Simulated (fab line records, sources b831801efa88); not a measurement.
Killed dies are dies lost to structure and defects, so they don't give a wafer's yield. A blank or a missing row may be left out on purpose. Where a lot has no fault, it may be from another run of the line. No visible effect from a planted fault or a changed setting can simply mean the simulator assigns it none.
8D (eight disciplines) problem report, filled in by code    flow gf180mcu    the parts of the form that need people (team, actions taken, sign-off) are left out

## 1. THE PROBLEM
Mean of cathode-dc-power-W at GF_M1_SPUTTER_01: 6298.6 W across 6 wafers in 2 lots; on wafers with no fault it is 6500.0 W (standard deviation 1.1). So: -99 or more standard deviations from the usual mean.
The step: material TiN, target thk 30 nm, time 25 s.
Seen first at day 22 00:07 on pvd-sputter-01, wafer L516.2. At this step, 18 wafers from 6 lots have a number in the record. The rule behind "out" and "out of limits": a value lying over 4 standard deviations away from the usual mean. Any other wafer with a number is counted as sound.

## 2. WHAT THIS IS AND IS NOT
question                     is                      is not
which readings at this step  cathode-dc-power-W      throttle-valve-pct
which lots                   L516, L517              L504, L506, L509, L513
which wafers of those lots   all that have a number  -
read on which tools          pvd-sputter-01          pvd-sputter-02, pvd-sputter-04
when                         from day 22 00:07       up to then (12 sound wafers)

## 3. THE SUSPECTS, EACH WITH WHAT RULES IT OUT
Counting: a tool at a process step up to the reading stays a suspect if it ran every lot that is out and no sound lot after the first of them.
- cmp-01 at GF_CONTACT_CMP_27 (polishes, stops on SiO2, t overpolish 15 s, target thk 0 nm): kept. It ran every lot that is out, first L516 (day 21 23:43), and no sound lot after that; its last sound lot up to then is L513 (day 21 01:49).
- pvd-sputter-01 at GF_M1_SPUTTER_00 (material Ti, target thk 37.5 nm, time 150 s): kept. It ran every lot that is out, first L516 (day 22 00:01), and no sound lot after that; its last sound lot up to then is L504 (day 17 14:16).
- pvd-sputter-01 at GF_M1_SPUTTER_01 (material TiN, target thk 30 nm, time 25 s): kept. It ran every lot that is out, first L516 (day 22 00:07), and no sound lot after that; its last sound lot up to then is L504 (day 17 14:22). On those wafers its own readings are out: cathode-dc-power-W.
After the count, these remain: cmp-01 at GF_CONTACT_CMP_27, pvd-sputter-01 at GF_M1_SPUTTER_00 and pvd-sputter-01 at GF_M1_SPUTTER_01.

## 4. THE CAUSE (what the simulator had put in)
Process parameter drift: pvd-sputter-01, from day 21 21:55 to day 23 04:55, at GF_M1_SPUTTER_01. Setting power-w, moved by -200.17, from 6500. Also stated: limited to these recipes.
3 suspects survive the count, and this tool is in that group.

## 5. SEQUENCE OF EFFECTS, ordered by route
Rows list readings where the struck wafers' mean (over those with a number) sits beyond 3 standard deviations from the usual. Only readings for which the record gives a usual standard deviation are gone through. hours: the time from each lot's start at the first step in this table that gives one to its start at this step, as a median over the lots. sigmas: the change in usual standard deviations.
hours  step              reading             usual     on struck wafers  change  sigmas
0      GF_M1_SPUTTER_01  cathode-dc-power-W  6500.0 W  6298.6            -201.4  -99 or more
It contains these process steps:
- GF_M1_SPUTTER_01: material TiN, target thk 30 nm, time 25 s.

## 6. WHAT WOULD HAVE CAUGHT IT SOONER
The fault began at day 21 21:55; the first out-of-limits reading in this record came at day 22 00:07, 2 hours later.
